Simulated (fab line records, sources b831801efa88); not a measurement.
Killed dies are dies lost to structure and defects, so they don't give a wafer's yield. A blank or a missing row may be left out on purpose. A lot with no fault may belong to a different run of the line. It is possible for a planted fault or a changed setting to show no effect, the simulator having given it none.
Chamber matching    flow sky130    SKY_VIA2_ETCH_14 on rie diel-03 has 4 sister chambers
The step etches BARC in N2/H2, stops on SiO2, time 45.9 s, target depth 60 nm. 16 wafers are shown with their chamber, then 8 later ones without.

## WAFERS, EACH WITH ITS CHAMBER
wafer   chamber  drypump motor current A (A)  throttle valve pct (%)  oes product au (a.u.)
L074.1  1        6.2                          13.229                  0.849
L074.3  2        5.8                          13.219                  0.853
L074.4  3        5.7                          13.233                  0.859
L076.2  3        5.7                          13.225                  0.855
L076.3  2        5.7                          13.220                  0.851
L076.4  0        5.7                          13.231                  0.852
L077.1  2        5.8                          13.212                  0.853
L077.3  1        6.2                          13.236                  0.858
L077.5  3        5.7                          13.217                  0.860
L078.4  0        5.8                          13.201                  0.864
L078.5  3        5.7                          13.231                  0.853
L078.6  2        5.7                          13.215                  0.857
L082.1  2        5.7                          13.230                  0.855
L082.2  1        6.2                          13.224                  0.855
L082.6  1        6.2                          13.218                  0.846
L088.1  0        5.8                          13.211                  0.855

SIGNATURES, as means of the wafers listed above
reading                  chamber 0  chamber 1  chamber 2  chamber 3  scatter within a chamber
drypump motor current A  5.767      6.200      5.740      5.700      0.0394
throttle valve pct       13.21433   13.22675   13.21920   13.22650   0.00905
oes product au           0.85700    0.85200    0.85380    0.85675    0.0043
Rule: for each reading, subtract the chamber's mean from the wafer's reading, divide by that reading's scatter and square the result; add these up over the readings and take the root, which gives the wafer's distance from the chamber. If the next closest chamber is less than 2 further off than the closest, the wafer can't be placed; otherwise it belongs to the closest. The scatter: the root of (the sum of the squares of (reading less its chamber's mean) over the shown wafers, divided by (wafers less chambers)).

## WAFERS WHOSE CHAMBER IS MISSING
wafer   drypump motor current A (A)  throttle valve pct (%)  oes product au (a.u.)
L088.2  6.2                          13.208                  0.858
L088.5  5.7                          13.220                  0.854
L092.2  6.2                          13.248                  0.852
L092.3  5.8                          13.214                  0.856
L092.4  5.7                          13.218                  0.859
L095.1  5.7                          13.212                  0.860
L095.5  5.8                          13.240                  0.860
L095.6  5.7                          13.217                  0.859

## CHAMBER TAKEN BY EACH
wafer   from the rows above           in truth
L088.2  1                             1
L088.5  can't be placed: 3 or 2 or 0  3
L092.2  1                             1
L092.3  can't be placed: 0 or 2       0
L092.4  can't be placed: 3 or 2 or 0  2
L095.1  can't be placed: 3 or 0 or 2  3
L095.5  can't be placed: 3 or 0 or 2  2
L095.6  can't be placed: 3 or 2 or 0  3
Placed correctly: 2 of 8. Not placeable from these rows: 6 (in 6, the candidates include the true chamber). 0 placed wrongly.
